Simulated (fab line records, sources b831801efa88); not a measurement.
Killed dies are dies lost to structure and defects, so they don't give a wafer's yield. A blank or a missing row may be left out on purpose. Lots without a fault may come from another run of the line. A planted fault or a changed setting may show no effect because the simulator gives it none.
Problem report in the 8D (eight disciplines) form, filled by code | flow gf180mcu | the parts of the form that need people (team, actions taken, sign-off) are left out

1. THE PROBLEM
PASSIVATION_CVD_00_THK at GF_PASSIVATION_THK_MEAS_01 reads a mean of 1717 nm on 2 wafers of 2 lots; wafers without a fault read 996 nm with a standard deviation of 13. That is +55 standard deviations from the usual mean.
First seen on wafer L926.6, day 31 10:45, on film_metro-01. The record holds 33 wafers of 11 lots with a number at this step. Rule for "out", or "out of limits": more than 4 standard deviations from the usual mean. The other wafers with a number count as sound.

2. WHAT IT IS AND WHAT IT IS NOT
question                    | is                           | is not
which readings at this step | PASSIVATION_CVD_00_THK       | -
which lots                  | L926, L928                   | L916, L917, L919, L920, L929, L931, L936, L937, L938
which wafers of those lots  | L926.6, L928.3               | L926.2, L926.4, L928.1, L928.4
read on which gauges        | film_metro-01, film_metro-03 | film_metro-04
when                        | from day 31 10:45            | up to then (14 sound wafers); but 17 sound wafers of L928, L929, L931, L936, L937, L938 came after

3. SUSPECTS, AND WHAT RULES EACH OUT
Counting: a tool at a process step up to the reading stays a suspect if it ran every lot that is out. Sound lots after the first of them don't rule it out here, since some wafers of a struck lot are sound.
- the gauge at GF_PASSIVATION_THK_MEAS_01: ruled out. The wafers that are out were read on 2 gauges (film_metro-01, film_metro-03).
- pecvd-03 at GF_PASSIVATION_CVD_00 (deposits SiO2 from TEOS, target thk 1000 nm, time 111.95 s): kept. It ran every lot that is out, first L926 (day 31 10:40); its last sound lot up to then is L920 (day 29 14:43). Its own readings are out on those wafers: run_length_s.
- Within pecvd-03 at GF_PASSIVATION_CVD_00: the wafers that are out ran in chamber 0; their sound lot-mates ran in chambers 1, 2.
Left after counting: pecvd-03 at GF_PASSIVATION_CVD_00.

4. THE CAUSE (what the simulator had put in)
Process parameter drift: pecvd-03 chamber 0, from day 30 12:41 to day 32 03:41, at GF_PASSIVATION_CVD_00. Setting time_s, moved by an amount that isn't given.
Counting left only this tool.

5. THE CHAIN OF EFFECTS, in route order
Each row: a reading whose mean over the struck wafers that have a number lies more than 3 standard deviations from the usual. Only readings for which the record gives a usual standard deviation are gone through. hours: the time from each lot's start at the first step in this table that gives one to its start at this step, as a median over the lots. sigmas: the change in usual standard deviations.
hours | step                       | reading                | usual   | on struck wafers | change | sigmas
0     | GF_PASSIVATION_CVD_00      | run_length_s           | 139.8 s | 221.6            | +81.8  | +99 or more
0     | GF_PASSIVATION_THK_MEAS_01 | PASSIVATION_CVD_00_THK | 996 nm  | 1717             | +721   | +55
20    | GF_PASSIVATION_PROBE_99    | defect_limited_yield   | 90.4 %  | 0.0              | -90.4  | -70
20    | GF_PASSIVATION_PROBE_99    | killed_at_other        | 0.1     | 450.5            | +450.4 | +99 or more
20    | GF_PASSIVATION_PROBE_99    | killed_dies            | 47      | 492              | +445   | +71
20    | GF_PASSIVATION_PROBE_99    | killed_on_rim          | 9.2     | 96.0             | +86.8  | +32
20    | GF_PASSIVATION_PROBE_99    | sort_bin_5_function    | 5.5 %   | 97.0             | +91.5  | +96
20    | GF_PASSIVATION_PROBE_99    | sort_n_pass            | 445     | 0                | -445   | -71
20    | GF_PASSIVATION_PROBE_99    | sort_yield_pct         | 90.4 %  | 0.0              | -90.4  | -70
The process steps in it:
- GF_PASSIVATION_CVD_00: deposits SiO2 from TEOS, target thk 1000 nm, time 111.95 s.
- GF_PASSIVATION_PROBE_99

6. WHAT WOULD HAVE CAUGHT IT SOONER
In this record the first reading out of limits at a measuring or inspecting step was taken at day 31 10:45, 22 hours after the fault began at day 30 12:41.
The tool's own readings at GF_PASSIVATION_CVD_00 were out on every struck wafer that the step has a row for (run_length_s): an alarm limit on them would have fired on the first of those.
Of the lots that are out (2), L928 began GF_PASSIVATION_CVD_00 on pecvd-03 after day 31 10:45. A hold on the tool at that time would have spared it.
